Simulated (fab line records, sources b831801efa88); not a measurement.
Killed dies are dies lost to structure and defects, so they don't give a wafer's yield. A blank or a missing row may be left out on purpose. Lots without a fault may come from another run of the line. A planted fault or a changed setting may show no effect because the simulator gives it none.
Chamber matching | flow sky130 | SKY_VIA4_CMP_02 on cmp-01: 4 sister chambers
The step polishes SiO2. 8 wafers are shown with their chamber, then 12 later ones without.

WAFERS WITH THEIR CHAMBER
wafer  | chamber | motor_current_A (A)
L085.4 | 0       | 10.8
L088.4 | 2       | 13.1
L090.1 | 1       | 12.5
L090.3 | 3       | 10.8
L090.5 | 2       | 13.5
L089.2 | 1       | 12.5
L089.5 | 0       | 11.3
L089.6 | 3       | 11.3

WAFERS WITHOUT THEIR CHAMBER
wafer  | motor_current_A (A)
L091.1 | 10.3
L091.3 | 13.1
L091.4 | 12.7
L095.1 | 11.1
L095.2 | 12.8
L095.4 | 11.2
L096.1 | 10.6
L096.2 | 13.2
L096.3 | 13.2
L097.1 | 11.3
L097.2 | 12.8
L097.5 | 11.1

WHICH CHAMBER EACH WENT THROUGH
wafer  | from the rows above     | in truth
L091.1 | can't be placed: 0 or 3 | 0
L091.3 | can't be placed: 2 or 1 | 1
L091.4 | can't be placed: 1 or 2 | 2
L095.1 | can't be placed: 0 or 3 | 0
L095.2 | can't be placed: 1 or 2 | 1
L095.4 | can't be placed: 0 or 3 | 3
L096.1 | can't be placed: 0 or 3 | 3
L096.2 | 2                       | 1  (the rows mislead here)
L096.3 | 2                       | 2
L097.1 | can't be placed: 0 or 3 | 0
L097.2 | can't be placed: 1 or 2 | 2
L097.5 | can't be placed: 0 or 3 | 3
Placed correctly: 1 of 12. Can't be placed from these rows: 10 (the true chamber is among the candidates in 10). Placed wrongly: 1.
How it was worked out, from the rows above alone: a wafer's distance from a chamber is the root of the sum, over the readings, of the square of ((its reading less the chamber's mean) divided by the reading's scatter). The wafer belongs to the nearest chamber; if the next one is less than 2 further off, it can't be placed. A chamber's mean is the mean of its shown wafers. The scatter: the root of (the sum of the squares of (reading less its chamber's mean) over the shown wafers, divided by (wafers less chambers)).
